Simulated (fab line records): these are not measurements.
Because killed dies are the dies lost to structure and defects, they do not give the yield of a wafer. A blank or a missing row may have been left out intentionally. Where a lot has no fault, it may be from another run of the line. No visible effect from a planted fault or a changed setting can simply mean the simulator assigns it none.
What tool caused it? ; flow gf180mcu ; 18 wafers from 6 lots sampled at 3 of the route's 602 steps

== WHAT THE GAUGES READ, wafer by wafer ==
GF_VT_IMPLANT_TW_MEAS_32.
lot;measured;on;VT_IMPLANT_3_TW
L247;day 7 03:04;film-metro-01;272.9 274.9 273.8
L249;day 7 16:37;film-metro-03;266.1 266.6 265.2
L251;day 8 08:30;film-metro-03;267.7 266.2 267.1
L253;day 8 17:31;film-metro-03;267.3 267.7 265.4
L255;day 9 06:43;film-metro-03;268.8 269.6 267.8
L260;day 10 16:14;film-metro-01;270.1 270.2 271.7

== WHICH TOOL RAN EACH LOT (tool, then ch and the chambers of the sampled wafers, then the start) ==
lot;GF_MVSD_COAT_02;GF_MVSD_STRIP_10
L247;litho-track-01 ch 0, day 4 09:01;plasma-asher-01 ch 0,1, day 4 16:45
L249;litho-track-01 ch 0, day 4 20:28;plasma-asher-02 ch 0,1, day 5 04:17
L251;litho-track-04 ch 0, day 5 10:58;plasma-asher-01 ch 0,1, day 5 18:45
L253;litho-track-03 ch 0, day 5 19:46;plasma-asher-02 ch 0,1, day 6 03:36
L255;litho-track-01 ch 0, day 6 06:49;plasma-asher-04 ch 0,1, day 6 14:42
L260;litho-track-01 ch 0, day 7 11:04;plasma-asher-02 ch 0,1, day 7 20:05
- GF_MVSD_COAT_02: resist thk 3000 nm.
- GF_MVSD_STRIP_10: strips in O2/N2.

== THE ANSWER, worked out from the rows above alone ==
Rule: what is usual is taken from the lots themselves. Put in order of their means at a reading, lots are off if they are a third of the lots or fewer, leave a main group of 4 or more, and stand apart from it by a gap of 3 or more times the standard deviation of the main group's means; of several such gaps the widest counts. A main group is skipped when, at the precision printed for the reading in the tables above, its means are all equal. Also off: a lot with no number at a reading for which 4 or more lots have one. Any other lot the step has rows for is counted as sound.
No lot is off on any of the readings shown, so nothing can be concluded from this.

== WHAT THE SIMULATOR HAD PUT IN ==
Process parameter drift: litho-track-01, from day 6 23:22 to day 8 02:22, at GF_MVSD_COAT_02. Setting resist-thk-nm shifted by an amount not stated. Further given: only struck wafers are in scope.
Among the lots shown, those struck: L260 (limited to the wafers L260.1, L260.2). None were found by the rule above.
